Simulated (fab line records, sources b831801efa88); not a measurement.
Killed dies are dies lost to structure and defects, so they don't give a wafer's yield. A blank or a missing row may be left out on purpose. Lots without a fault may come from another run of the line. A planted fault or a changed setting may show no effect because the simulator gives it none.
One fault seen from 2 desks | flow sky130 | each desk has only its own numbers; what lay behind them comes last

THE METROLOGY DESK
What the gauges read, lot by lot, whatever tool the lot ran on: means of the sampled wafers that have a number. A lot is out of limits, marked OUT, if its mean lies more than 4 standard deviations from the usual mean; the brackets give that distance.
Columns: A = VIA3_W_RS at SKY_VIA3_RS_MEAS_22, usual 0.2964 ohm/sq; B = VIA3_W_THK at SKY_VIA3_THK_MEAS_23, usual 402 nm
lot  | first seen here | A      | B
L954 | day 40 11:49    | 0.2953 | 399
L953 | day 40 12:31    | 0.2954 | 396
L952 | day 40 13:14    | 0.2976 | 395
L960 | day 42 07:27    | 0.2920 | 416
L962 | day 42 20:49    | 0.2911 | 403
L964 | day 43 08:05    | 0.2957 | 399
L966 | day 43 23:25    | 0.2939 | 397
L973 | day 45 20:34    | 0.2990 | 403
L970 | day 45 21:55    | 0.2968 | 399
L975 | day 46 02:40    | 0.2941 | 404
This desk's finding: nothing out of limits on any of the 10 lots.

THE TOOL OWNER'S DESK: cvd_w-01
The tool's own readings at SKY_VIA3_CVD_21 (deposits W, target thk 390 nm, time 117.31 s): means of the sampled wafers that have a number, for each lot that ran on this tool. A lot is out of limits, marked OUT, if its mean lies more than 4 standard deviations from the usual mean; the brackets give that distance.
Columns: A = heater_power_w at SKY_VIA3_CVD_21, usual 830 W
lot  | first seen here | A
L954 | day 40 11:41    | 769
L953 | day 40 12:24    | 762
L960 | day 42 07:20    | 841
L962 | day 42 20:42    | 809
L973 | day 45 20:25    | 831
L970 | day 45 21:46    | 795
L975 | day 46 02:32    | 772
This desk's finding: nothing out of limits on any of the 7 lots.

PUT TOGETHER
The metrology desk saw nothing out of limits.
The tool owner's desk saw nothing out of limits.

WHAT THE SIMULATOR HAD PUT IN
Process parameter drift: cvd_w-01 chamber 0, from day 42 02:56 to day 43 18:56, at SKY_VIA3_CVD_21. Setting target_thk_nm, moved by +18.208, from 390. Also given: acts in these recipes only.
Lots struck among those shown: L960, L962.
